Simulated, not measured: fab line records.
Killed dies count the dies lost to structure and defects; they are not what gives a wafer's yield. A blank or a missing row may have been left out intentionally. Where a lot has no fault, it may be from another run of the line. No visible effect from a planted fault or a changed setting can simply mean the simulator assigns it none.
fab line records ; flow sky130
[record] lots = 14; wafers = 42; lastDay = 51
route steps=708 shown RES_XHIGH@339 SD_N@349 LI_CONTACT@375 PAD_OPEN@708
lots that met no fault: taken from a fault-free run of the same line
startH: start of the lot's first displayed wafer, in hours after the record's first day ; waitH: time in hours since the lot's previous step ; " as in the row above ; L1.1+2: a row that stands for several wafers ; - either no value or no given start ; * or withheld: withheld ; < > ~ a bound
route shown NAME@n: NAME is a module with steps in the file, n the number in the route of the first one ; usual: mean/standard deviation of fault-free wafers ; same: alike in all rows ; chamber/n: place in a boat ; sites: readings site by site ; _std_site: the standard deviation of these ; _edge_site: the outer-site mean with the inner-site mean subtracted ; radiusMm: for every site, how far away it sits from the centre of the wafer ; mask NAME#n: copy n ; behind: the most recent tool/chamber to have shaped the wafer ; hold: reason for holding the lot/hours on hold/outcome of the hold ; device: the n, p or np transistor that did not switch ; end of line: at the end of the route, the tests of the same wafers ; step lacking rows: just its recipe ; killed: at the first sort, the dies lost to defects and structure; wafer yield is something else ; map: a wafer's dies, x killed, . not, _ none there
set.NAME: the setting that was run; set.NAME@STEP: the one run at that earlier step ; model.NAME: the simulator's own value behind a step, which no gauge read
the route's steps for a sample of lots (tables are steps, rows are wafers)
services: from which hour (startH, from the record's first day; less than 0 if before it) a tool's chamber was out of use, for how many hours, and why
[[steps]]
[step SKY_RES_XHIGH_IMPLANT_07]
[recipe] species = BF2; energyKev = 20; doseCm2 = 3.6e+14; tiltDeg = 0
[usual] beamOnS = 42/3.5
lot.wafer;tool;chamber;startH;waitH;beamOnS
L543.2;implanter-04;0;645.34;0.1;47
L543.4;implanter-04;0;645.34;0.1;45
L543.5;implanter-04;0;645.34;0.1;46
L544.3;implanter-04;0;649.56;0.1;46
L544.5;implanter-04;0;649.56;0.1;45
L544.6;implanter-04;0;649.56;0.1;46
L545.1;implanter-03;0;655.41;0.1;38
L545.3;implanter-03;0;655.41;0.1;38
L545.5;implanter-03;0;655.41;0.1;38
L546.1;implanter-01;0;674.81;0.1;40
L546.5;implanter-01;0;674.81;0.1;39
L546.6;implanter-01;0;674.81;0.1;39
L547.4;implanter-04;0;677.19;0.1;45
L547.5;implanter-04;0;677.19;0.1;44
L547.6;implanter-04;0;677.19;0.1;46
L548.2;implanter-01;0;681.09;0.1;38
L548.5;implanter-01;0;681.09;0.1;40
L548.6;implanter-01;0;681.09;0.1;38
L550.4;implanter-01;0;708.04;0.1;39
L550.5;implanter-01;0;708.04;0.1;39
L550.6;implanter-01;0;708.04;0.1;39
L551.2;implanter-01;0;710.23;0.1;37
L551.4;implanter-01;0;710.23;0.1;40
L551.6;implanter-01;0;710.23;0.1;39
L552.1;implanter-03;0;714.26;0.1;38
L552.5;implanter-03;0;714.26;0.1;39
L552.6;implanter-03;0;714.26;0.1;39
L555.1;implanter-04;0;743.52;0.1;46
L555.3;implanter-04;0;743.52;0.1;45
L555.5;implanter-04;0;743.52;0.1;46
L556.2;implanter-04;0;747.69;0.1;44
L556.4;implanter-04;0;747.69;0.1;45
L556.5;implanter-04;0;747.69;0.1;45
L561.4;implanter-03;0;777.08;0.1;39
L561.5;implanter-03;0;777.08;0.1;38
L561.6;implanter-03;0;777.08;0.1;38
L563.3;implanter-01;0;797.42;0.1;39
L563.5;implanter-01;0;797.42;0.1;39
L563.6;implanter-01;0;797.42;0.1;39
L566.2;implanter-03;0;823.09;0.1;38
L566.5;implanter-03;0;823.09;0.1;38
L566.6;implanter-03;0;823.09;0.1;40
[step SKY_SD_N_CD_MEAS_07]
[recipe] targetCdNm = 380
[usual] cdNm = 380/3.3
lot.wafer;tool;chamber;startH;waitH;cdNm
L543.2;cdSem-02;-;674.51;0.1;379
L543.4;cdSem-02;-;674.51;0.1;377
L543.5;cdSem-02;-;674.51;0.1;377
L544.3;cdSem-01;-;678.65;0.1;377
L544.5;cdSem-01;-;678.65;0.1;376
L544.6;cdSem-01;-;678.65;0.1;378
L545.1;cdSem-02;-;684.83;0.2;378
L545.3;cdSem-02;-;684.83;0.2;379
L545.5;cdSem-02;-;684.83;0.2;378
L546.1;cdSem-01;-;703.64;0.1;384
L546.5;cdSem-01;-;703.64;0.1;384
L546.6;cdSem-01;-;703.64;0.1;385
L547.4;cdSem-02;-;706.17;0.1;379
L547.5;cdSem-02;-;706.17;0.1;380
L547.6;cdSem-02;-;706.17;0.1;379
L548.2;cdSem-01;-;710.53;0.1;383
L548.5;cdSem-01;-;710.53;0.1;383
L548.6;cdSem-01;-;710.53;0.1;386
L550.4;cdSem-01;-;736.67;0.1;376
L550.5;cdSem-01;-;736.67;0.1;375
L550.6;cdSem-01;-;736.67;0.1;375
L551.2;cdSem-01;-;737.91;0.1;376
L551.4;cdSem-01;-;737.91;0.1;376
L551.6;cdSem-01;-;737.91;0.1;375
L552.1;cdSem-02;-;743.36;0.1;381
L552.5;cdSem-02;-;743.36;0.1;383
L552.6;cdSem-02;-;743.36;0.1;383
L555.1;cdSem-02;-;771.49;0.1;380
L555.3;cdSem-02;-;771.49;0.1;382
L555.5;cdSem-02;-;771.49;0.1;381
L556.2;cdSem-02;-;776.03;0.1;381
L556.4;cdSem-02;-;776.03;0.1;382
L556.5;cdSem-02;-;776.03;0.1;381
L561.4;cdSem-01;-;805.07;0.1;381
L561.5;cdSem-01;-;805.07;0.1;380
L561.6;cdSem-01;-;805.07;0.1;382
L563.3;cdSem-01;-;824.70;0.1;378
L563.5;cdSem-01;-;824.70;0.1;377
L563.6;cdSem-01;-;824.70;0.1;379
L566.2;cdSem-02;-;850.11;0.1;378
L566.5;cdSem-02;-;850.11;0.1;379
L566.6;cdSem-02;-;850.11;0.1;380
[step SKY_SD_N_TW_MEAS_12]
[usual] SD_N_TW = 3970/52
lot.wafer;tool;chamber;startH;waitH;SD_N_TW
L543.2;filmMetro-02;-;675.06;0.1;4061
L543.4;filmMetro-02;-;675.06;0.1;4050
L543.5;filmMetro-02;-;675.06;0.1;4043
L544.3;filmMetro-04;-;679.19;0.1;3975
L544.5;filmMetro-04;-;679.19;0.1;3981
L544.6;filmMetro-04;-;679.19;0.1;3974
L545.1;filmMetro-02;-;685.38;0.1;4042
L545.3;filmMetro-02;-;685.38;0.1;4052
L545.5;filmMetro-02;-;685.38;0.1;4032
L546.1;filmMetro-01;-;704.20;0.1;3893
L546.5;filmMetro-01;-;704.20;0.1;3897
L546.6;filmMetro-01;-;704.20;0.1;3913
L547.4;filmMetro-04;-;706.69;0.1;4000
L547.5;filmMetro-04;-;706.69;0.1;3968
L547.6;filmMetro-04;-;706.69;0.1;3978
L548.2;filmMetro-02;-;711.07;0.1;4070
L548.5;filmMetro-02;-;711.07;0.1;4035
L548.6;filmMetro-02;-;711.07;0.1;4042
L550.4;filmMetro-04;-;737.19;0.1;4007
L550.5;filmMetro-04;-;737.19;0.1;3987
L550.6;filmMetro-04;-;737.19;0.1;4003
L551.2;filmMetro-01;-;738.46;0.1;3931
L551.4;filmMetro-01;-;738.46;0.1;3931
L551.6;filmMetro-01;-;738.46;0.1;3914
L552.1;filmMetro-04;-;743.92;0.1;4029
L552.5;filmMetro-04;-;743.92;0.1;4035
L552.6;filmMetro-04;-;743.92;0.1;4018
L555.1;filmMetro-01;-;772.05;0.1;3930
L555.3;filmMetro-01;-;772.05;0.1;3930
L555.5;filmMetro-01;-;772.05;0.1;3931
L556.2;filmMetro-01;-;776.58;0.1;3928
L556.4;filmMetro-01;-;776.58;0.1;3933
L556.5;filmMetro-01;-;776.58;0.1;3915
L561.4;filmMetro-04;-;805.60;0.1;3985
L561.5;filmMetro-04;-;805.60;0.1;3943
L561.6;filmMetro-04;-;805.60;0.1;3942
L563.3;filmMetro-01;-;825.23;0.1;3905
L563.5;filmMetro-01;-;825.23;0.1;3886
L563.6;filmMetro-01;-;825.23;0.1;3900
L566.2;filmMetro-01;-;850.66;0.1;3943
L566.5;filmMetro-01;-;850.66;0.1;3923
L566.6;filmMetro-01;-;850.66;0.1;3922
[step SKY_SD_N_RS_MEAS_18]
[recipe] thkMeasGauge = four-point-probe
[usual] RES_XHIGH_RS = 333.1/1.1
lot.wafer;tool;chamber;startH;waitH;RES_XHIGH_RS[ohm/sq]
L543.2;filmMetro-02;-;675.59;0.1;334.2
L543.4;filmMetro-02;-;675.59;0.1;331.5
L543.5;filmMetro-02;-;675.59;0.1;332.9
L544.3;filmMetro-02;-;679.73;0.1;332.6
L544.5;filmMetro-02;-;679.73;0.1;333.6
L544.6;filmMetro-02;-;679.73;0.1;331.8
L545.1;filmMetro-04;-;685.91;0.1;332.8
L545.3;filmMetro-04;-;685.91;0.1;332.6
L545.5;filmMetro-04;-;685.91;0.1;333.2
L546.1;filmMetro-04;-;704.73;0.1;332.2
L546.5;filmMetro-04;-;704.73;0.1;332.3
L546.6;filmMetro-04;-;704.73;0.1;331.1
L547.4;filmMetro-02;-;707.25;0.1;333.1
L547.5;filmMetro-02;-;707.25;0.1;332.7
L547.6;filmMetro-02;-;707.25;0.1;332.7
L548.2;filmMetro-04;-;711.61;0.1;332.1
L548.5;filmMetro-04;-;711.61;0.1;333.2
L548.6;filmMetro-04;-;711.61;0.1;333.0
L550.4;filmMetro-01;-;737.75;0.1;334.5
L550.5;filmMetro-01;-;737.75;0.1;335.0
L550.6;filmMetro-01;-;737.75;0.1;333.8
L551.2;filmMetro-04;-;738.99;0.1;332.5
L551.4;filmMetro-04;-;738.99;0.1;333.5
L551.6;filmMetro-04;-;738.99;0.1;331.8
L552.1;filmMetro-04;-;744.44;0.1;334.0
L552.5;filmMetro-04;-;744.44;0.1;334.0
L552.6;filmMetro-04;-;744.44;0.1;333.6
L555.1;filmMetro-02;-;772.57;0.1;345.1
L555.3;filmMetro-02;-;772.57;0.1;345.6
L555.5;filmMetro-02;-;772.57;0.1;345.4
L556.2;filmMetro-04;-;777.11;0.1;346.5
L556.4;filmMetro-04;-;777.11;0.1;347.1
L556.5;filmMetro-04;-;777.11;0.1;345.6
L561.4;filmMetro-01;-;806.15;0.1;333.7
L561.5;filmMetro-01;-;806.15;0.1;335.1
L561.6;filmMetro-01;-;806.15;0.1;334.9
L563.3;filmMetro-02;-;825.78;0.1;334.0
L563.5;filmMetro-02;-;825.78;0.1;333.0
L563.6;filmMetro-02;-;825.78;0.1;334.7
L566.2;filmMetro-01;-;851.19;0.1;333.5
L566.5;filmMetro-01;-;851.19;0.1;333.1
L566.6;filmMetro-01;-;851.19;0.1;334.0
[step SKY_LI_CONTACT_OVL_MEAS_13]
[usual] LI_CONTACT_OVL = -2/5.4
lot.wafer;tool;chamber;startH;waitH;LI_CONTACT_OVL[nm]
L543.2;overlay-02;-;705.14;0.1;-6
L543.4;overlay-02;-;705.14;0.1;2
L543.5;overlay-02;-;705.14;0.1;-9
L544.3;overlay-01;-;709.75;0.1;-4
L544.5;overlay-01;-;709.75;0.1;-6
L544.6;overlay-01;-;709.75;0.1;-7
L545.1;overlay-02;-;714.80;0.1;12
L545.3;overlay-02;-;714.80;0.1;8
L545.5;overlay-02;-;714.80;0.1;10
L546.1;overlay-02;-;733.71;0.1;11
L546.5;overlay-02;-;733.71;0.1;8
L546.6;overlay-02;-;733.71;0.1;7
L547.4;overlay-02;-;737.03;0.1;10
L547.5;overlay-02;-;737.03;0.1;13
L547.6;overlay-02;-;737.03;0.1;16
L548.2;overlay-02;-;741.02;0.1;-7
L548.5;overlay-02;-;741.02;0.1;-9
L548.6;overlay-02;-;741.02;0.1;-7
L550.4;overlay-02;-;767.58;0.1;0
L550.5;overlay-02;-;767.58;0.1;-2
L550.6;overlay-02;-;767.58;0.1;-5
L551.2;overlay-02;-;768.14;0.1;-7
L551.4;overlay-02;-;768.14;0.1;-3
L551.6;overlay-02;-;768.14;0.1;-3
L552.1;overlay-02;-;772.79;0.1;-5
L552.5;overlay-02;-;772.79;0.1;-10
L552.6;overlay-02;-;772.79;0.1;-5
L555.1;overlay-02;-;800.53;0.1;-11
L555.3;overlay-02;-;800.53;0.1;-2
L555.5;overlay-02;-;800.53;0.1;-2
L556.2;overlay-02;-;805.52;0.1;-7
L556.4;overlay-02;-;805.52;0.1;-2
L556.5;overlay-02;-;805.52;0.1;2
L561.4;overlay-01;-;833.83;0.1;-2
L561.5;overlay-01;-;833.83;0.1;-8
L561.6;overlay-01;-;833.83;0.1;-3
L563.3;overlay-01;-;853.40;0.1;-4
L563.5;overlay-01;-;853.40;0.1;-5
L563.6;overlay-01;-;853.40;0.1;-4
L566.2;overlay-01;-;878.54;0.1;-1
L566.5;overlay-01;-;878.54;0.1;1
L566.6;overlay-01;-;878.54;0.1;-3
[step SKY_PAD_OPEN_PROBE_99]
[usual] killed_at_M0_to_M3 = 43/6.8; killed_at_M4_up = 3.3/1.9; killedAtContacts = 24/5.3; killedAtFrontEnd = 14/4.3; killedAtOther = 0.3/0.62; killedDies = 85/9.8; killedOpen = 46/8; killedShort = 39/5.9
[same] grossDies = 492; killedAtBackSide = 0
lot.wafer;tool;chamber;startH;waitH;killed_at_M0_to_M3;killed_at_M4_up;killedAtContacts;killedAtFrontEnd;killedAtOther;killedDies;killedOpen;killedShort
L547.4;prober-01;-;1134.36;0.2;43;3;23;12;1;82;45;37
L547.5;prober-01;-;1134.41;0.2;45;5;37;7;0;94;43;51
L547.6;prober-01;-;1134.46;0.2;34;1;25;17;0;77;41;36
L552.1;prober-02;-;1156.43;0.1;50;1;35;18;1;105;59;46
L552.5;prober-02;-;1156.63;0.2;47;1;26;17;0;91;41;50
L552.6;prober-02;-;1156.68;0.2;36;1;23;25;0;85;44;41
L555.1;prober-01;-;1177.66;0.1;50;2;21;18;0;91;59;32
L555.3;prober-01;-;1177.76;0.2;40;4;35;19;0;98;63;35
L555.5;prober-01;-;1177.86;0.2;46;2;23;14;1;86;47;39
L556.2;prober-02;-;1181.77;0.1;52;2;33;6;3;96;53;43
L556.4;prober-02;-;1181.87;0.2;41;2;22;12;0;77;43;34
L556.5;prober-02;-;1181.92;0.2;46;1;22;12;2;83;47;36
L561.4;prober-01;-;1199.12;0.2;40;5;24;13;0;82;43;39
L561.5;prober-01;-;1199.17;0.2;41;3;30;12;0;86;49;37
L561.6;prober-01;-;1199.22;0.2;46;3;26;13;2;90;42;48
L563.3;prober-01;-;1210.93;0.2;44;2;26;10;1;83;46;37
L563.5;prober-01;-;1211.03;0.2;42;6;13;16;1;78;40;38
L563.6;prober-01;-;1211.08;0.2;54;3;24;10;0;91;51;40
L566.2;prober-02;-;1226.32;0.1;39;4;22;12;0;77;38;39
L566.5;prober-02;-;1226.47;0.2;49;4;21;28;1;103;59;44
L566.6;prober-02;-;1226.52;0.2;40;5;27;15;0;87;53;34
// killed by level:class
L547.4 CONTACT:geometricParticle:open=10 VIA1:geometricParticle:open=9 LI_CONTACT:geometricParticle:open=8 METAL2:geometricParticle:short=7 VIA1:geometricParticle:short=5 METAL1:geometricParticle:short=4 METAL3:geometricParticle:short=4 VIA3:geometricParticle:open=4
L547.5 VIA1:geometricParticle:open=12 LOCAL_INTERCONNECT:geometricParticle:short=8 LI_CONTACT:geometricParticle:open=8 CONTACT:geometricParticle:short=8 VIA1:geometricParticle:short=7 CONTACT:geometricParticle:open=7 VIA2:geometricParticle:open=7 LI_CONTACT:geometricParticle:short=5
L547.6 VIA1:geometricParticle:open=9 VIA2:geometricParticle:open=9 LI_CONTACT:geometricParticle:open=8 CONTACT:geometricParticle:open=6 CONTACT:geometricParticle:short=6 FIELD_ISO:geometricParticle:short=5 VIA1:geometricParticle:short=5 METAL2:geometricParticle:short=5
L552.1 CONTACT:geometricParticle:open=14 VIA1:geometricParticle:short=9 VIA2:geometricParticle:open=9 VIA1:geometricParticle:open=8 LI_CONTACT:geometricParticle:open=7 FIELD_ISO:geometricParticle:open=5 METAL1:geometricParticle:short=5 CONTACT:geometricParticle:short=5
L552.5 CONTACT:geometricParticle:open=11 POLY_GATE:geometricParticle:short=8 METAL1:geometricParticle:short=8 VIA1:geometricParticle:short=7 LI_CONTACT:geometricParticle:open=6 VIA2:geometricParticle:short=5 VIA2:geometricParticle:open=5 VIA3:geometricParticle:short=5
L552.6 VIA1:geometricParticle:open=10 CONTACT:geometricParticle:open=9 POLY_GATE:geometricParticle:open=7 CONTACT:geometricParticle:short=7 POLY_GATE:geometricParticle:short=6 METAL2:geometricParticle:short=5 METAL1:geometricParticle:short=5 VIA2:geometricParticle:open=5
L555.1 VIA1:geometricParticle:open=15 CONTACT:geometricParticle:open=10 VIA2:geometricParticle:short=8 FIELD_ISO:geometricParticle:open=6 LI_CONTACT:geometricParticle:open=6 METAL2:geometricParticle:short=6 VIA2:geometricParticle:open=6 FIELD_ISO:geometricParticle:short=5
L555.3 VIA1:geometricParticle:open=18 LI_CONTACT:geometricParticle:open=13 CONTACT:geometricParticle:open=11 FIELD_ISO:geometricParticle:short=8 FIELD_ISO:geometricParticle:open=5 CONTACT:geometricParticle:short=5 VIA3:geometricParticle:open=5 METAL2:geometricParticle:short=4
L555.5 VIA1:geometricParticle:open=12 LI_CONTACT:geometricParticle:open=7 CONTACT:geometricParticle:open=6 VIA2:geometricParticle:open=6 METAL3:geometricParticle:short=6 FIELD_ISO:geometricParticle:open=4 METAL2:geometricParticle:short=4 CONTACT:geometricParticle:short=4
L556.2 CONTACT:geometricParticle:open=13 VIA3:geometricParticle:open=12 LI_CONTACT:geometricParticle:open=9 METAL2:geometricParticle:short=7 VIA2:geometricParticle:open=6 VIA1:geometricParticle:open=5 METAL3:geometricParticle:short=5 LOCAL_INTERCONNECT:geometricParticle:short=4
L556.4 VIA1:geometricParticle:open=13 CONTACT:geometricParticle:open=8 POLY_GATE:geometricParticle:open=6 METAL2:geometricParticle:short=5 VIA3:geometricParticle:open=5 LI_CONTACT:geometricParticle:open=4 LOCAL_INTERCONNECT:geometricParticle:short=4 CONTACT:geometricParticle:short=4
L556.5 VIA1:geometricParticle:open=12 CONTACT:geometricParticle:open=11 VIA3:geometricParticle:open=8 METAL2:geometricParticle:short=7 VIA3:geometricParticle:short=6 FIELD_ISO:geometricParticle:open=5 CONTACT:geometricParticle:short=5 POLY_GATE:geometricParticle:short=4
L561.4 VIA1:geometricParticle:open=10 CONTACT:geometricParticle:open=8 LOCAL_INTERCONNECT:geometricParticle:short=7 LI_CONTACT:geometricParticle:open=5 METAL2:geometricParticle:short=5 VIA2:geometricParticle:open=5 VIA3:geometricParticle:open=5 METAL4:geometricParticle:short=5
L561.5 CONTACT:geometricParticle:open=12 LI_CONTACT:geometricParticle:open=9 VIA1:geometricParticle:open=8 METAL1:geometricParticle:short=7 METAL2:geometricParticle:short=6 POLY_GATE:geometricParticle:short=5 VIA3:geometricParticle:open=5 FIELD_ISO:geometricParticle:open=4
L561.6 CONTACT:geometricParticle:open=9 VIA1:geometricParticle:open=8 LI_CONTACT:geometricParticle:open=8 FIELD_ISO:geometricParticle:short=7 METAL2:geometricParticle:short=7 METAL1:geometricParticle:short=6 CONTACT:geometricParticle:short=5 VIA2:geometricParticle:open=5
L563.3 VIA1:geometricParticle:open=12 CONTACT:geometricParticle:open=11 VIA2:geometricParticle:open=9 LI_CONTACT:geometricParticle:open=6 CONTACT:geometricParticle:short=5 METAL2:geometricParticle:short=5 VIA3:geometricParticle:short=5 FIELD_ISO:geometricParticle:short=4
L563.5 VIA1:geometricParticle:open=12 VIA1:geometricParticle:short=8 FIELD_ISO:geometricParticle:open=6 VIA3:geometricParticle:open=6 METAL2:geometricParticle:short=5 METAL4:geometricParticle:short=5 FIELD_ISO:geometricParticle:short=4 VIA2:geometricParticle:open=4
L563.6 VIA1:geometricParticle:open=14 VIA2:geometricParticle:open=10 CONTACT:geometricParticle:open=7 LI_CONTACT:geometricParticle:short=7 METAL2:geometricParticle:short=5 VIA3:geometricParticle:open=5 LI_CONTACT:geometricParticle:open=4 METAL1:geometricParticle:short=4
L566.2 CONTACT:geometricParticle:open=8 METAL1:geometricParticle:short=7 LI_CONTACT:geometricParticle:open=6 VIA1:geometricParticle:open=6 VIA3:geometricParticle:open=5 METAL2:geometricParticle:short=5 CONTACT:geometricParticle:short=4 VIA2:geometricParticle:open=4
L566.5 VIA1:geometricParticle:open=10 VIA3:geometricParticle:open=9 VIA2:geometricParticle:open=9 FIELD_ISO:geometricParticle:open=7 CONTACT:geometricParticle:open=7 LI_CONTACT:geometricParticle:open=6 METAL3:geometricParticle:short=6 FIELD_ISO:geometricParticle:short=4
L566.6 CONTACT:geometricParticle:open=14 LI_CONTACT:geometricParticle:open=7 VIA2:geometricParticle:open=7 FIELD_ISO:geometricParticle:short=6 VIA1:geometricParticle:open=6 METAL2:geometricParticle:short=6 FIELD_ISO:geometricParticle:open=5 METAL1:geometricParticle:short=5
[[services]]
tool;chamber;startH;hours;kind
implanter-04;-;622.18;10.1;repair
implanter-03;-;634.23;3.4;pm
implanter-04;-;634.93;3.2;repair
implanter-03;-;678.77;1.7;pm
implanter-01;-;702.20;4.0;repair
implanter-03;-;715.39;10.5;repair
implanter-04;-;738.01;0.9;repair
implanter-01;-;777.20;19.7;pm
[[key]]
[firstSign] step = SKY_SD_N_RS_MEAS_18; reading = RES_XHIGH_RS; direction = up; sigmas = 12; usual = 333.1; struck = 345.9
effect none on later readings
metAt SKY_RES_XHIGH_IMPLANT_07
struckLots L555,L556
testerLeftOut L555,L556
notActingAt SKY_SD_N_CD_MEAS_07,SKY_SD_N_TW_MEAS_12,SKY_LI_CONTACT_OVL_MEAS_13
onsetBetween 677.19 743.52
[fault] kind = processParameterDrift; tool = implanter-04; chamber = -; onsetH = 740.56; steps = SKY_RES_XHIGH_IMPLANT_07; channel = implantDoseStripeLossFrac; offset = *; shape = step; endH = 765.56
// testerLeftOut: of these lots the tester's yield and bins aren't shown, on N5 and GAA mostly nor the transistor test; their killed dies are dies lost to structure and defects alone, not to doping, threshold or leakage, so they don't give the yield
